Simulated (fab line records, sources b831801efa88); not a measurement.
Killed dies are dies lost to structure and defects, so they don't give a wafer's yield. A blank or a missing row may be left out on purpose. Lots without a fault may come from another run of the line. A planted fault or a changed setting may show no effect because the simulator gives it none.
fab line records | flow sfq_line
record lots=6 wafers=18 last_day=84
route steps=325 shown L0@4 L0V@16 M0@28
lots that met no fault: from a run of the same line without faults
start_h: hours from the record's first day to the start of the lot's first wafer shown | wait_h: hours since the lot's step before | " the same as in the row above | L1.1+2: a row that stands for several wafers | - no value, or no start given | * or withheld: withheld | < > ~ a bound
route shown NAME@n: a module of which the file shows steps, and the number in the route of the first | usual: mean/standard deviation of fault-free wafers | same: alike in all rows | chamber/n: place in a boat | sites: the reading at each site | _std_site: their standard deviation | _edge_site: outer sites' mean less inner sites' | radius_mm: how far each site lies from the wafer's centre | mask NAME#n: copy n | behind: the tool/chamber that last shaped the wafer | hold: why the lot was held/for how many hours/how that ended | device: the transistor (n, p or np) that didn't switch | end of line: the same wafers' tests at the end of the route | a step without rows: its recipe alone | killed: dies lost to structure and defects at the first sort, not the wafer's yield | map: a wafer's dies, x killed, . not, _ none there
set.NAME: the setting as run; set.NAME@STEP: as run at that earlier step | model.NAME: the simulator's own value behind a step, which no gauge read
lots at some steps of the route; a table a step, a row a wafer
services: from which hour (start_h, from the record's first day; less than 0 if before it) a tool's chamber was out of use, for how many hours, and why
## steps
# step SFQ_L0_RS_MEAS_901
# recipe thk_meas_gauge=four-point-probe reads=MoNx_KI_of_TRILAYER_L0_DEP_SPUTTER_003
# usual L0_MONX_KI_RS=43.6/0.4
# columns lot.wafer tool chamber start_h wait_h L0_MONX_KI_RS[ohm/sq]
L473.1 film_metro-01 - 32.56 0.0 43.5
L473.2 " - " " 42.7
L473.3 " - " " 42.7
L481.1 film_metro-01 - 72.61 0.0 43.4
L481.5 " - " " 43.5
L481.6 " - " " 43.4
L483.3 film_metro-02 - 82.60 0.1 43.7
L483.5 " - " " 44.0
L483.6 " - " " 44.2
L488.1 film_metro-02 - 107.56 0.0 44.0
L488.2 " - " " 43.7
L488.3 " - " " 43.8
L491.1 film_metro-02 - 122.56 0.0 43.9
L491.4 " - " " 44.3
L491.6 " - " " 43.9
L492.2 film_metro-04 - 127.58 0.1 43.6
L492.3 " - " " 43.7
L492.6 " - " " 43.7
# step SFQ_L0_THK_MEAS_902
# recipe thk_meas_gauge=xrf reads=MoNx_KI_of_TRILAYER_L0_DEP_SPUTTER_003
# usual L0_MONX_KI_THK=39.6/0.37
# columns lot.wafer tool chamber start_h wait_h L0_MONX_KI_THK[nm]
L473.1 film_metro-01 - 32.68 0.1 39.5
L473.2 " - " " 40.2
L473.3 " - " " 40.3
L481.1 film_metro-01 - 72.73 0.1 39.5
L481.5 " - " " 39.6
L481.6 " - " " 39.6
L483.3 film_metro-02 - 82.70 0.1 39.7
L483.5 " - " " 39.1
L483.6 " - " " 39.0
L488.1 film_metro-02 - 107.68 0.1 39.5
L488.2 " - " " 39.4
L488.3 " - " " 39.3
L491.1 film_metro-02 - 122.68 0.1 39.2
L491.4 " - " " 38.7
L491.6 " - " " 39.5
L492.2 film_metro-04 - 127.69 0.1 39.8
L492.3 " - " " 39.2
L492.6 " - " " 39.4
# step SFQ_TRILAYER_L0_LITHO_COAT_010
# recipe resist=BARC spin_rpm=3000 resist_thk_nm=62
# step SFQ_TRILAYER_L0_LITHO_COAT_005
# recipe resist=KrF spin_rpm=3000 resist_thk_nm=600
# step SFQ_TRILAYER_L0_LITHO_SOFTBAKE_009
# recipe temp_c=withheld time_s=withheld resist=KrF
# step SFQ_TRILAYER_L0_LITHO_EXPOSE_006
# recipe mask_id=L0 na=0.6 source_shape=conventional sigma_outer=0.65 target_cd_nm=2000 dose_mj=14.4
# step SFQ_TRILAYER_L0_LITHO_PEB_008
# recipe peb_temp_c=115 peb_time_s=60 resist=KrF
# step SFQ_TRILAYER_L0_LITHO_DEVELOP_007
# recipe time_s=60 resist=KrF
# step SFQ_TRILAYER_L0_BARC_OPEN_METAL_ETCH_010
# recipe mask_material=PR chemistry=O2 target_depth_nm=125 target=BARC icp_w=600 bias_w=80 pressure_mtorr=10 time_s=41.7
# usual drypump_motor_current_A=5.4/0.38 oes_product_au=0.685/0.0042
# columns lot.wafer tool chamber start_h wait_h drypump_motor_current_A oes_product_au rf_hours_counter_h
L473.1 rie_metal-04 1 82.31 0.1 5.6 0.684 170
L473.2 " 1 " " 5.7 0.684 -
L473.3 " 1 " " 5.7 0.684 -
L481.1 rie_metal-04 0 121.71 0.1 6.1 0.686 5
L481.5 " 0 " " 6.1 0.687 -
L481.6 " 1 " " 5.6 0.683 -
L483.3 rie_metal-03 1 133.84 0.1 5.3 0.680 -
L483.5 " 1 " " 5.3 0.683 -
L483.6 " 0 " " 5.5 0.679 -
L488.1 rie_metal-03 0 160.22 0.1 5.5 0.688 125
L488.2 " 1 " " 5.3 0.690 51
L488.3 " 0 " " 5.5 0.689 -
L491.1 rie_metal-04 1 178.22 0.1 5.7 0.686 190
L491.4 " 0 " " 6.1 0.679 -
L491.6 " 1 " " 5.7 0.680 -
L492.2 rie_metal-03 1 183.04 0.1 5.3 0.686 -
L492.3 " 1 " " 5.3 0.681 -
L492.6 " 1 " " 5.3 0.685 -
# step SFQ_TRILAYER_L0_ETCH_METAL_ETCH_008
# recipe target=MoNx_KI stop_on=SiO2 mask_material=PR chemistry=SF6/O2 target_depth_nm=50 icp_w=582.9 bias_w=80 pressure_mtorr=10 time_s=25
# usual drypump_motor_current_A=5.4/0.37 oes_product_au=0.873/0.0062
# columns lot.wafer tool chamber start_h wait_h drypump_motor_current_A oes_product_au rf_hours_counter_h
L473.1 rie_metal-04 1 82.43 0.1 5.6 0.875 170
L473.2 " 1 " " 5.6 0.890 -
L473.3 " 1 " " 5.6 0.887 -
L481.1 rie_metal-04 0 121.77 0.0 6.1 0.872 5
L481.5 " 0 " " 6.1 0.878 -
L481.6 " 1 " " 5.7 0.871 -
L483.3 rie_metal-03 1 133.89 0.0 5.3 0.870 -
L483.5 " 1 " " 5.3 0.873 -
L483.6 " 0 " " 5.5 0.868 -
L488.1 rie_metal-03 0 160.28 0.0 5.5 0.873 125
L488.2 " 1 " " 5.3 0.870 51
L488.3 " 0 " " 5.5 0.877 -
L491.1 rie_metal-04 1 178.30 0.1 5.6 0.877 190
L491.4 " 0 " " 6.1 0.867 -
L491.6 " 1 " " 5.7 0.869 -
L492.2 rie_metal-03 1 183.15 0.1 5.3 0.873 -
L492.3 " 1 " " 5.3 0.874 -
L492.6 " 1 " " 5.3 0.871 -
# step SFQ_TRILAYER_L0_STRIP_STRIP_009
# recipe gas=O2 power_w=200 platen_temp_c=40 overash_fraction=0.65 chemistry=O2 pressure_mtorr=50
# usual drypump_motor_current_A=5.4/0.38 oes_product_au=1.004/0.0068
# columns lot.wafer tool chamber start_h wait_h drypump_motor_current_A oes_product_au rf_hours_counter_h
L473.1 rie_metal-04 1 82.52 0.1 5.6 0.998 170
L473.2 " 1 " " 5.7 1.016 -
L473.3 " 1 " " 5.6 1.013 -
L481.1 rie_metal-04 0 121.81 0.0 6.1 1.005 5
L481.5 " 0 " " 6.1 1.007 -
L481.6 " 1 " " 5.7 1.001 -
L483.3 rie_metal-03 1 134.12 0.2 5.3 0.998 -
L483.5 " 1 " " 5.3 1.016 -
L483.6 " 0 " " 5.5 1.016 -
L488.1 rie_metal-03 0 160.32 0.0 5.5 1.003 125
L488.2 " 1 " " 5.3 1.008 51
L488.3 " 0 " " 5.5 1.014 -
L491.1 rie_metal-04 1 178.36 0.0 5.7 0.992 191
L491.4 " 0 " " 6.1 1.006 -
L491.6 " 1 " " 5.7 0.998 -
L492.2 rie_metal-03 1 183.43 0.3 5.3 1.011 -
L492.3 " 1 " " 5.3 1.003 -
L492.6 " 1 " " 5.3 1.009 -
# step SFQ_TRILAYER_L0_STRIP_SOLV_CLEAN_010
# recipe chemistry=NMP temp_c=70 time_s=600
# step SFQ_TRILAYER_L0_CAP_PECVD_011
# recipe material=SiO2 temp_c=150 time_s=13.333 pressure_torr=2.4 rf_w=183.3 precursor=SiH4/N2O target_thk_nm=60
# usual heater_power_w=88/20 susceptor_temp_C=150.01/0.13 throttle_valve_pct=25.7/1.5
# columns lot.wafer tool chamber start_h wait_h heater_power_w susceptor_temp_C throttle_valve_pct model.SiO2_of_TRILAYER_L0_CAP_PECVD_011.thk_nm
L473.1 pecvd-01 0 83.89 0.0 62 149.83 25.6 58.62
L473.2 " 2 " " 86 150.22 24.2 59.78
L473.3 " 0 " " 60 149.95 25.5 59.2
L481.1 pecvd-01 2 122.60 0.0 102 150.29 24.1 59.72
L481.5 " 0 " " 71 150.10 25.6 60.36
L481.6 " 1 " " 81 150.14 24.0 60.89
L483.3 pecvd-03 2 134.87 0.0 74 149.79 27.8 59.54
L483.5 " 0 " " 124 150.14 25.0 59.97
L483.6 " 2 " " 77 149.95 27.6 60.32
L488.1 pecvd-01 0 161.11 0.0 69 - 25.5 55.83
L488.2 " 2 " " 101 - 24.4 56.94
L488.3 " 1 " " 83 - 24.0 56.63
L491.1 pecvd-04 0 179.33 0.0 71 150.06 26.2 60.55
L491.4 " 0 " " 74 149.85 26.4 60.73
L491.6 " 1 " " 114 150.11 28.9 60.27
L492.2 pecvd-01 1 184.68 0.0 84 - 24.1 56.7
L492.3 " 2 " " 93 - 24.1 55.56
L492.6 " 1 " " 83 - 23.9 58.01
# step SFQ_TRILAYER_L0_VIA_LITHO_COAT_018
# recipe resist=BARC spin_rpm=3000 resist_thk_nm=62
# step SFQ_TRILAYER_L0_VIA_LITHO_COAT_013
# recipe resist=KrF spin_rpm=3000 resist_thk_nm=650
# step SFQ_TRILAYER_L0_VIA_LITHO_SOFTBAKE_017
# recipe temp_c=withheld time_s=withheld resist=KrF
# step SFQ_TRILAYER_L0_VIA_LITHO_EXPOSE_014
# recipe mask_id=L0V na=0.6 source_shape=conventional sigma_outer=0.65 target_cd_nm=700 dose_mj=21.3
# step SFQ_TRILAYER_L0_VIA_LITHO_PEB_016
# recipe peb_temp_c=115 peb_time_s=60 resist=KrF
# step SFQ_TRILAYER_L0_VIA_LITHO_DEVELOP_015
# recipe time_s=60 resist=KrF
# step SFQ_L0V_OVL_MEAS_903
# usual L0V_OVL=-2/4.8
# columns lot.wafer tool chamber start_h wait_h L0V_OVL[nm]
L473.1 overlay-01 - 128.01 0.1 2
L473.2 " - " " 3
L473.3 " - " " 6
L481.1 overlay-02 - 171.11 0.1 4
L481.5 " - " " 4
L481.6 " - " " 3
L483.3 overlay-01 - 185.55 0.1 3
L483.5 " - " " -1
L483.6 " - " " 5
L488.1 overlay-01 - 214.34 0.1 -2
L488.2 " - " " 1
L488.3 " - " " 4
L491.1 overlay-02 - 235.94 0.1 0
L491.4 " - " " -7
L491.6 " - " " -1
L492.2 overlay-01 - 240.74 0.1 -11
L492.3 " - " " -7
L492.6 " - " " -7
# step SFQ_TRILAYER_L0_VIA_BARC_OPEN_VIA_ETCH_021
# recipe mask_material=PR chemistry=O2 target_depth_nm=125 target=BARC source_w=500 bias_w=83.06 pressure_mtorr=30 time_s=41.7
# usual drypump_motor_current_A=5.57/0.23 oes_product_au=0.686/0.0044
# columns lot.wafer tool chamber start_h wait_h drypump_motor_current_A oes_product_au rf_hours_counter_h
L473.1 rie_diel-04 1 128.05 0.0 5.37 0.695 33
L473.2 " 3 " " 5.82 0.685 57
L473.3 " 2 " " 5.79 0.687 124
L481.1 rie_diel-02 1 171.15 0.0 5.70 0.690 123
L481.5 " 3 " " 5.35 0.683 -
L481.6 " 2 " " 4.96 0.687 -
L483.3 rie_diel-02 3 185.57 0.0 5.44 0.696 140
L483.5 " 3 " " 5.41 0.697 -
L483.6 " 2 " " 4.97 0.686 -
L488.1 rie_diel-04 2 214.37 0.0 5.81 0.682 125
L488.2 " 0 " " 5.68 0.682 44
L488.3 " 3 " " 5.80 0.683 58
L491.1 rie_diel-04 1 235.97 0.0 5.34 0.696 35
L491.4 " 3 " " 5.82 0.686 59
L491.6 " 1 " " 5.39 0.684 -
L492.2 rie_diel-04 0 240.77 0.0 5.70 0.685 45
L492.3 " 2 " " 5.76 0.688 125
L492.6 " 1 " " 5.36 0.684 -
# step SFQ_TRILAYER_L0_VIA_ETCH_VIA_ETCH_016
# recipe target=SiO2 stop_on=MoNx_KI mask_material=PR chemistry=CHF3 target_depth_nm=80 source_w=500 bias_w=80 pressure_mtorr=30 time_s=withheld
# usual drypump_motor_current_A=5.57/0.24 oes_product_au=0.843/0.0077
# columns lot.wafer tool chamber start_h wait_h drypump_motor_current_A oes_product_au model.L0V.feature_depth_nm model.etch.depth_nm
L473.1 rie_diel-04 1 128.09 0.0 5.32 0.836 58.61 58.61
L473.2 " 3 " " 5.79 0.850 59.77 59.77
L473.3 " 2 " " 5.79 0.835 59.2 59.2
L481.1 rie_diel-02 1 171.19 0.0 5.70 0.850 59.71 59.71
L481.5 " 3 " " 5.32 0.851 60.35 60.35
L481.6 " 2 " " 4.94 0.847 60.89 60.89
L483.3 rie_diel-02 3 185.61 0.0 5.39 0.840 59.54 59.54
L483.5 " 3 " " 5.39 0.837 59.97 59.97
L483.6 " 2 " " 4.95 0.840 60.32 60.32
L488.1 rie_diel-04 2 214.41 0.0 5.78 0.810 55.82 55.82
L488.2 " 0 " " 5.68 0.822 56.94 56.94
L488.3 " 3 " " 5.79 0.809 56.63 56.63
L491.1 rie_diel-04 1 236.01 0.0 5.39 0.845 60.54 60.54
L491.4 " 3 " " 5.79 0.848 60.73 60.73
L491.6 " 1 " " 5.39 0.846 60.26 60.26
L492.2 rie_diel-04 0 240.81 0.0 5.68 0.811 56.7 56.7
L492.3 " 2 " " 5.77 0.810 55.56 55.56
L492.6 " 1 " " 5.39 0.831 58 58
# step SFQ_TRILAYER_L0_VIA_STRIP_STRIP_017
# recipe gas=O2 power_w=200 platen_temp_c=40 overash_fraction=0.65 chemistry=O2 pressure_mtorr=50
# step SFQ_TRILAYER_L0_VIA_STRIP_SOLV_CLEAN_018
# recipe chemistry=NMP temp_c=70 time_s=600
# step SFQ_TRILAYER_M0_DEP_PRE_CLEAN_020
# recipe gas=Ar time_s=15 bias_v=250
# columns lot.wafer tool chamber start_h wait_h model.SiO2_of_TRILAYER_L0_CAP_PECVD_011.thk_nm
L473.1 pvd_sputter-06 - 129.09 0.0 53.61
L473.2 " - " " 54.77
L473.3 " - " " 54.2
L481.1 pvd_sputter-06 - 172.01 0.0 54.71
L481.5 " - " " 55.35
L481.6 " - " " 55.89
L483.3 pvd_sputter-05 - 186.44 0.0 54.54
L483.5 " - " " 54.97
L483.6 " - " " 55.32
L488.1 pvd_sputter-05 - 215.24 0.0 50.82
L488.2 " - " " 51.94
L488.3 " - " " 51.63
L491.1 pvd_sputter-06 - 236.84 0.0 55.54
L491.4 " - " " 55.73
L491.6 " - " " 55.26
L492.2 pvd_sputter-05 - 242.24 0.0 51.7
L492.3 " - " " 50.56
L492.6 " - " " 53
# step SFQ_TRILAYER_M0_DEP_SPUTTER_019
# recipe material=Nb base_pressure_pa=1.33e-06 chamber_pressure_pa=0.1333 substrate_temp_c=20 resputter_cathode_voltage_v=400 target_thk_nm=200 power_w=2000 time_s=133.3
# usual throttle_valve_pct=30.5/1.1
# columns lot.wafer tool chamber start_h wait_h throttle_valve_pct
L473.1 pvd_sputter-06 - 129.11 0.0 29.0
L473.2 " - " " 29.8
L473.3 " - " " 30.7
L481.1 pvd_sputter-06 - 172.04 0.0 32.5
L481.5 " - " " 32.4
L481.6 " - " " 31.1
L483.3 pvd_sputter-05 - 186.46 0.0 30.0
L483.5 " - " " 29.5
L483.6 " - " " 30.0
L488.1 pvd_sputter-05 - 215.26 0.0 29.6
L488.2 " - " " 30.0
L488.3 " - " " 29.8
L491.1 pvd_sputter-06 - 236.86 0.0 30.6
L491.4 " - " " 30.1
L491.6 " - " " 30.7
L492.2 pvd_sputter-05 - 242.26 0.0 29.5
L492.3 " - " " 30.0
L492.6 " - " " 29.4
## services
# columns tool chamber start_h hours kind
pvd_sputter-05 - 63.01 2.1 repair
rie_metal-03 0 70.39 1.2 repair
pvd_sputter-06 - 70.51 4.3 repair
pecvd-01 1 77.50 10.6 repair
rie_metal-04 0 81.82 - clean
pvd_sputter-06 - 85.08 4.7 repair
pvd_sputter-05 - 96.12 7.9 repair
pecvd-03 - 100.62 1.2 repair
rie_metal-04 - 101.61 0.8 repair
rie_diel-04 2 107.62 7.5 repair
rie_metal-04 - 113.24 1.4 pm
rie_diel-02 1 127.07 1.2 repair
pecvd-01 - 162.32 1.0 repair
pecvd-04 - 165.04 0.7 repair
rie_metal-03 0 176.64 8.9 repair
pecvd-03 2 187.87 4.9 repair
pecvd-01 - 194.25 14.0 pm
rie_metal-03 - 199.59 1.2 repair
pvd_sputter-05 - 212.11 2.0 repair
pecvd-04 2 221.65 8.0 repair
rie_metal-03 - 227.05 0.3 repair
pecvd-03 1 227.89 21.3 repair
pvd_sputter-05 - 237.41 3.3 repair
pvd_sputter-06 - 237.68 9.5 repair
## key
first_sign step=SFQ_TRILAYER_L0_VIA_ETCH_VIA_ETCH_016 reading=oes_product_au direction=down sigmas=3.6 usual=0.843 struck=0.816
effect none on later readings
model_effect step=SFQ_TRILAYER_L0_CAP_PECVD_011 value=SiO2_of_TRILAYER_L0_CAP_PECVD_011.thk_nm without=60.23 struck=56.61
model_effect step=SFQ_TRILAYER_L0_VIA_ETCH_VIA_ETCH_016 value=L0V.feature_depth_nm without=60.22 struck=56.61
model_effect step=SFQ_TRILAYER_M0_DEP_PRE_CLEAN_020 value=SiO2_of_TRILAYER_L0_CAP_PECVD_011.thk_nm without=55.23 struck=51.61
met_at SFQ_TRILAYER_L0_CAP_PECVD_011
struck_wafers L488.1,L488.2,L488.3,L492.2,L492.3,L492.6
onset_between 122.60 161.11
also_fits SFQ_TRILAYER_L0_BARC_OPEN_METAL_ETCH_010:rie_metal-03,SFQ_TRILAYER_L0_ETCH_METAL_ETCH_008:rie_metal-03,SFQ_TRILAYER_L0_STRIP_STRIP_009:rie_metal-03
fault kind=process_parameter_drift tool=pecvd-01 chamber=- onset_h=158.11 steps=SFQ_TRILAYER_L0_CAP_PECVD_011 channel=time_s offset=* shape=step end_h=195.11 acts_in=* stated=*
